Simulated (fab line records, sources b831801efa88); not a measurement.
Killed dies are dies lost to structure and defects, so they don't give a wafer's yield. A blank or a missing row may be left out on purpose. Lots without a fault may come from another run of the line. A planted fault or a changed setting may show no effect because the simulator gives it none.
Which tool did it? | flow gf180mcu | 24 lots, 72 wafers sampled, at 6 steps of a route of 602

WHAT THE GAUGES READ, wafer by wafer
GF_VT_IMPLANT_OVL_MEAS_07.
lot  | measured     | on         | VT_IMPLANT_OVL (nm)
L074 | day 5 20:41  | overlay-02 | 0.7 0.8 -0.1
L075 | day 6 01:43  | overlay-02 | 3.6 0.7 3.8
L076 | day 6 07:13  | overlay-02 | -0.8 0.5 0.4
L077 | day 6 14:12  | overlay-02 | -0.1 1.2 1.3
L078 | day 6 19:02  | overlay-01 | 0.7 1.1 1.2
L079 | day 7 03:14  | overlay-01 | 2.0 0.5 2.2
L080 | day 7 08:50  | overlay-01 | -1.5 2.6 0.8
L081 | day 7 15:08  | overlay-01 | 1.3 0.2 -1.4
L082 | day 8 00:23  | overlay-01 | 0.6 0.2 -0.3
L083 | day 8 02:56  | overlay-02 | -0.9 0.4 0.8
L084 | day 8 09:35  | overlay-01 | 3.1 2.6 2.0
L085 | day 8 13:59  | overlay-02 | 1.7 -0.3 1.2
L086 | day 8 23:47  | overlay-01 | 0.9 1.8 0.9
L087 | day 9 02:34  | overlay-02 | 1.6 0.4 -0.3
L088 | day 9 10:47  | overlay-01 | 1.8 1.9 1.1
L089 | day 9 16:32  | overlay-02 | 0.1 -0.6 1.5
L090 | day 9 21:59  | overlay-01 | 1.1 0.6 2.0
L091 | day 10 03:44 | overlay-01 | 1.3 0.0 2.7
L092 | day 10 10:25 | overlay-01 | 1.6 1.5 2.0
L093 | day 10 16:56 | overlay-02 | 0.5 1.8 -0.7
L094 | day 10 23:14 | overlay-01 | 3.3 3.2 3.5
L095 | day 11 05:53 | overlay-01 | 3.3 1.7 2.5
L096 | day 11 11:32 | overlay-02 | 0.0 -0.4 -0.1
L097 | day 11 17:47 | overlay-01 | 1.4 2.1 -0.3

GF_V3_BOW_MEAS_05.
lot  | measured     | on            | V3_BOW (um)
L074 | day 22 05:47 | film_metro-03 | 130 115 118
L075 | day 22 13:19 | film_metro-01 | 121 119 125
L076 | day 22 20:35 | film_metro-01 | 126 125 128
L077 | day 23 04:59 | film_metro-03 | 95 110 125
L078 | day 23 11:26 | film_metro-03 | 119 108 113
L079 | day 23 20:25 | film_metro-01 | 116 109 109
L080 | day 24 09:53 | film_metro-01 | 121 118 116
L081 | day 24 17:19 | film_metro-03 | 108 116 129
L082 | day 25 01:31 | film_metro-01 | 114 109 123
L083 | day 25 08:12 | film_metro-03 | 115 117 118
L084 | day 25 16:25 | film_metro-04 | 111 108 123
L085 | day 25 18:50 | film_metro-04 | 119 113 130
L086 | day 26 07:41 | film_metro-04 | 129 121 109
L087 | day 26 14:46 | film_metro-04 | 114 121 121
L088 | day 26 23:10 | film_metro-03 | 119 113 115
L089 | day 27 04:23 | film_metro-03 | 115 118 109
L090 | day 27 10:56 | film_metro-03 | 118 105 116
L091 | day 27 18:05 | film_metro-03 | 127 144 128
L092 | day 28 02:53 | film_metro-01 | 127 114 117
L093 | day 28 07:23 | film_metro-03 | 112 110 104
L094 | day 28 20:04 | film_metro-01 | 114 108 103
L095 | day 28 23:40 | film_metro-03 | 118 110 124
L096 | day 29 05:31 | film_metro-04 | 117 120 110
L097 | day 29 09:49 | film_metro-01 | 111 115 126

GF_M4_OVL_MEAS_15.
lot  | measured     | on         | M4_OVL (nm)
L074 | day 24 06:02 | overlay-02 | -3 -2 7
L075 | day 24 13:20 | overlay-02 | 12 8 7
L076 | day 24 19:40 | overlay-01 | 0 0 1
L077 | day 25 04:00 | overlay-02 | -4 0 -3
L078 | day 25 09:39 | overlay-02 | -1 1 4
L079 | day 25 18:20 | overlay-02 | 17 5 7
L080 | day 26 08:53 | overlay-01 | -10 4 -5
L081 | day 26 14:05 | overlay-02 | -3 2 -3
L082 | day 26 22:13 | overlay-02 | 1 -5 -5
L083 | day 27 04:50 | overlay-01 | -1 -4 -10
L084 | day 27 12:50 | overlay-02 | -3 0 3
L085 | day 27 15:14 | overlay-02 | 5 -4 -6
L086 | day 28 03:13 | overlay-02 | -2 -5 -1
L087 | day 28 09:59 | overlay-01 | -2 4 -6
L088 | day 28 17:02 | overlay-01 | 9 4 5
L089 | day 28 22:32 | overlay-01 | 11 13 8
L090 | day 29 05:05 | overlay-02 | 0 0 5
L091 | day 29 11:08 | overlay-01 | -9 -9 -16
L092 | day 29 19:50 | overlay-01 | 2 12 11
L093 | day 30 00:31 | overlay-02 | -2 1 4
L094 | day 30 11:32 | overlay-02 | 2 -3 -2
L095 | day 30 15:47 | overlay-01 | 15 8 6
L096 | day 30 21:23 | overlay-02 | 5 9 7
L097 | day 31 01:32 | overlay-01 | 9 4 9

WHICH TOOL RAN EACH LOT (tool, then ch and the chambers of the sampled wafers, then the start)
lot  | GF_POLY_GATE_ETCH_12               | GF_V1_SPUTTER_21             | GF_V1_CMP_26
L074 | rie_diel-04 ch 1,2,3, day 9 15:38  | pvd_sputter-04, day 18 23:09 | cmp-02 ch 0,1,3, day 18 23:32
L075 | rie_diel-02 ch 0,1, day 9 21:05    | pvd_sputter-04, day 19 06:33 | cmp-02 ch 2,3, day 19 06:56
L076 | rie_diel-02 ch 1,2,3, day 10 03:08 | pvd_sputter-01, day 19 15:05 | cmp-01 ch 1,2,3, day 19 15:31
L077 | rie_diel-02 ch 2,3, day 10 09:06   | pvd_sputter-04, day 19 23:03 | cmp-02 ch 1,2,3, day 19 23:33
L078 | rie_diel-04 ch 2,3, day 10 14:02   | pvd_sputter-02, day 20 05:35 | cmp-02 ch 1,2, day 20 05:58
L079 | rie_diel-04 ch 0,1, day 11 00:44   | pvd_sputter-01, day 20 16:03 | cmp-01 ch 2,3, day 20 16:27
L080 | rie_diel-02 ch 0,1,2, day 11 09:32 | pvd_sputter-01, day 21 06:29 | cmp-02 ch 0,1,3, day 21 06:53
L081 | rie_diel-02 ch 0,1,2, day 11 17:04 | pvd_sputter-04, day 21 14:48 | cmp-01 ch 0,1,2, day 21 15:11
L082 | rie_diel-03 ch 1,2, day 12 00:14   | pvd_sputter-04, day 21 22:34 | cmp-01 ch 2,3, day 21 22:57
L083 | rie_diel-02 ch 0,2, day 12 05:26   | pvd_sputter-01, day 22 07:07 | cmp-01 ch 0,2,3, day 22 07:35
L084 | rie_diel-02 ch 0,1,3, day 12 11:53 | pvd_sputter-01, day 22 14:39 | cmp-02 ch 0,3, day 22 15:02
L085 | rie_diel-02 ch 0,1,2, day 12 15:39 | pvd_sputter-01, day 22 17:15 | cmp-01 ch 0,1,2, day 22 17:38
L086 | rie_diel-02 ch 1,2,3, day 13 03:02 | pvd_sputter-02, day 23 08:04 | cmp-01 ch 0,1,2, day 23 08:33
L087 | rie_diel-03 ch 1,2,3, day 13 08:35 | pvd_sputter-04, day 23 13:56 | cmp-02 ch 1,2,3, day 23 14:20
L088 | rie_diel-04 ch 0,3, day 13 17:41   | pvd_sputter-02, day 24 01:05 | cmp-01 ch 0,3, day 24 01:29
L089 | rie_diel-04 ch 0,2, day 14 00:17   | pvd_sputter-04, day 24 05:46 | cmp-01 ch 1,3, day 24 06:13
L090 | rie_diel-03 ch 0,1,2, day 14 06:05 | pvd_sputter-02, day 24 13:00 | cmp-01 ch 0,2,3, day 24 13:26
L091 | rie_diel-02 ch 0,1,2, day 14 15:14 | pvd_sputter-01, day 24 20:15 | cmp-02 ch 0,1,2, day 24 20:45
L092 | rie_diel-02 ch 1,2, day 14 21:47   | pvd_sputter-02, day 25 05:04 | cmp-02 ch 1,2,3, day 25 05:28
L093 | rie_diel-02 ch 1,3, day 15 03:53   | pvd_sputter-04, day 25 11:03 | cmp-01 ch 0,1,2, day 25 11:29
L094 | rie_diel-03 ch 0,1,2, day 15 16:26 | pvd_sputter-01, day 26 01:12 | cmp-01 ch 1,3, day 26 01:38
L095 | rie_diel-03 ch 0,1,2, day 15 20:35 | pvd_sputter-04, day 26 03:26 | cmp-01 ch 1,2, day 26 03:50
L096 | rie_diel-03 ch 0,2,3, day 16 03:41 | pvd_sputter-02, day 26 11:20 | cmp-01 ch 1,2,3, day 26 11:47
L097 | rie_diel-04 ch 0,2, day 16 10:38   | pvd_sputter-01, day 26 15:33 | cmp-01 ch 1,2,3, day 26 16:02
- GF_POLY_GATE_ETCH_12: etches BARC in N2/H2.
- GF_V1_SPUTTER_21: material Ti, target thk 15 nm, time 80.02 s.
- GF_V1_CMP_26: polishes, stops on SiO2, t overpolish 15 s, target thk 0 nm.

WHAT THE TOOLS THEMSELVES READ (means of the sampled wafers that have a number; where no wafer has one, the mark that the record gives instead)
GF_POLY_GATE_ETCH_12.
lot  | tool        | drypump_motor_current_A (A) | oes_product_au (a.u.) | rf_fwd_power_W (W) | throttle_valve_pct (%)
L074 | rie_diel-04 | 5.4                         | 0.735                 | 494.5              | 13.211
L075 | rie_diel-02 | 5.7                         | 0.737                 | 494.8              | 13.215
L076 | rie_diel-02 | 5.3                         | 0.734                 | 494.6              | 13.214
L077 | rie_diel-02 | 5.1                         | 0.737                 | 495.5              | 13.220
L078 | rie_diel-04 | 5.8                         | 0.734                 | 495.7              | 13.204
L079 | rie_diel-04 | 5.4                         | 0.738                 | 494.3              | 13.218
L080 | rie_diel-02 | 5.3                         | 0.734                 | 495.9              | 13.211
L081 | rie_diel-02 | 5.3                         | 0.735                 | 495.3              | 13.217
L082 | rie_diel-03 | 5.9                         | 0.739                 | 497.7              | 13.215
L083 | rie_diel-02 | 5.0                         | 0.739                 | 496.6              | 13.220
L084 | rie_diel-02 | 5.7                         | 0.733                 | 493.8              | 13.209
L085 | rie_diel-02 | 5.3                         | 0.736                 | 495.5              | 13.210
L086 | rie_diel-02 | 5.3                         | 0.735                 | 496.7              | 13.209
L087 | rie_diel-03 | 5.7                         | 0.738                 | 496.7              | 13.215
L088 | rie_diel-04 | 5.8                         | 0.743                 | 496.2              | 13.210
L089 | rie_diel-04 | 5.8                         | 0.739                 | 492.2              | 13.217
L090 | rie_diel-03 | 6.0                         | 0.738                 | 495.8              | 13.213
L091 | rie_diel-02 | 5.3                         | 0.741                 | 494.9              | 13.222
L092 | rie_diel-02 | 5.1                         | 0.737                 | 496.8              | 13.212
L093 | rie_diel-02 | 5.6                         | 0.739                 | 496.1              | 13.213
L094 | rie_diel-03 | 5.9                         | 0.738                 | 496.4              | 13.204
L095 | rie_diel-03 | 5.9                         | 0.731                 | 497.7              | 13.212
L096 | rie_diel-03 | 5.8                         | 0.737                 | 497.4              | 13.222
L097 | rie_diel-04 | 5.8                         | 0.735                 | 493.2              | 13.211

GF_V1_SPUTTER_21.
lot  | tool           | throttle_valve_pct (%)
L074 | pvd_sputter-04 | 30.6
L075 | pvd_sputter-04 | 29.4
L076 | pvd_sputter-01 | 29.9
L077 | pvd_sputter-04 | 30.1
L078 | pvd_sputter-02 | 29.6
L079 | pvd_sputter-01 | 30.0
L080 | pvd_sputter-01 | 29.8
L081 | pvd_sputter-04 | 29.8
L082 | pvd_sputter-04 | 29.5
L083 | pvd_sputter-01 | 30.2
L084 | pvd_sputter-01 | 30.1
L085 | pvd_sputter-01 | 30.0
L086 | pvd_sputter-02 | 29.9
L087 | pvd_sputter-04 | 29.3
L088 | pvd_sputter-02 | 29.2
L089 | pvd_sputter-04 | 30.4
L090 | pvd_sputter-02 | 30.3
L091 | pvd_sputter-01 | 29.9
L092 | pvd_sputter-02 | 29.8
L093 | pvd_sputter-04 | 29.4
L094 | pvd_sputter-01 | 30.1
L095 | pvd_sputter-04 | 30.8
L096 | pvd_sputter-02 | 29.9
L097 | pvd_sputter-01 | 30.2

GF_V1_CMP_26.
lot  | tool   | edge_zone_pressure_frac | head_pressure_psi (psi) | motor_current_A (A) | overpolish_run_s (s) | platen_rpm (rpm) | time_to_endpoint_s (s)
L074 | cmp-02 | 1.003                   | 3.498                   | 10.8                | 14.992               | 60.01            | 83.6
L075 | cmp-02 | 0.999                   | 3.497                   | 12.1                | 15.004               | 59.96            | 83.2
L076 | cmp-01 | 1.002                   | 3.503                   | 11.4                | 15.006               | 59.97            | 79.1
L077 | cmp-02 | 1.005                   | 3.499                   | 11.2                | 15.010               | 60.02            | 83.2
L078 | cmp-02 | 1.001                   | 3.509                   | 11.0                | 14.991               | 59.93            | 79.0
L079 | cmp-01 | 1.003                   | 3.501                   | 11.7                | 15.000               | 60.01            | 83.2
L080 | cmp-02 | 0.998                   | 3.501                   | 11.1                | 14.998               | 59.95            | 82.8
L081 | cmp-01 | 0.999                   | 3.502                   | 11.3                | 15.005               | 60.02            | 81.7
L082 | cmp-01 | 1.000                   | 3.499                   | 11.3                | 14.998               | 59.99            | 82.9
L083 | cmp-01 | 0.996                   | 3.498                   | 11.5                | 15.001               | 59.97            | 85.2
L084 | cmp-02 | 1.003                   | 3.506                   | 11.5                | 15.017               | 59.98            | 82.0
L085 | cmp-01 | 0.998                   | 3.493                   | 11.1                | 15.009               | 60.00            | 84.0
L086 | cmp-01 | 0.998                   | 3.502                   | 11.3                | 15.007               | 59.98            | 81.2
L087 | cmp-02 | 0.998                   | 3.503                   | 11.4                | 15.001               | 60.10            | 79.6
L088 | cmp-01 | 0.998                   | 3.496                   | 12.0                | 15.003               | 60.02            | 84.1
L089 | cmp-01 | 0.999                   | 3.496                   | 11.1                | 15.009               | 59.97            | 87.6
L090 | cmp-01 | 1.001                   | 3.501                   | 11.6                | 14.999               | 59.96            | 80.5
L091 | cmp-02 | 0.998                   | 3.496                   | 10.8                | 15.002               | 60.01            | 79.9
L092 | cmp-02 | 1.002                   | 3.504                   | 11.6                | 14.995               | 59.99            | 83.6
L093 | cmp-01 | 1.000                   | 3.499                   | 11.1                | 15.006               | 60.03            | 85.7
L094 | cmp-01 | 0.997                   | 3.498                   | 11.5                | 14.998               | 60.03            | 84.3
L095 | cmp-01 | 0.997                   | 3.505                   | 11.1                | 15.001               | 60.01            | 82.4
L096 | cmp-01 | 1.005                   | 3.499                   | 11.2                | 15.005               | 60.01            | 80.8
L097 | cmp-01 | 1.000                   | 3.507                   | 11.8                | 15.004               | 59.98            | 87.7

THE ANSWER, worked out from the rows above alone
Rule: what is usual is taken from the lots themselves. Put in order of their means at a reading, lots are off if they are a third of the lots or fewer, leave a main group of 4 or more, and stand apart from it by a gap of 3 or more times the standard deviation of the main group's means; of several such gaps the widest counts. A main group whose means are all the same, to the digits that the tables above print for the reading, isn't used. A lot without any number at a reading at which 4 lots or more have one is off too. The other lots that the step has rows for count as sound. The gauges are gone through in route order, then the tools' own readings, and for those a lot's mean is taken as printed above. The first step at which some lot is off is used, and at that step the reading that is off furthest; a lot without a number counts as furthest.
No lot is off at any reading shown: from this, nothing can be told.

WHAT THE SIMULATOR HAD PUT IN
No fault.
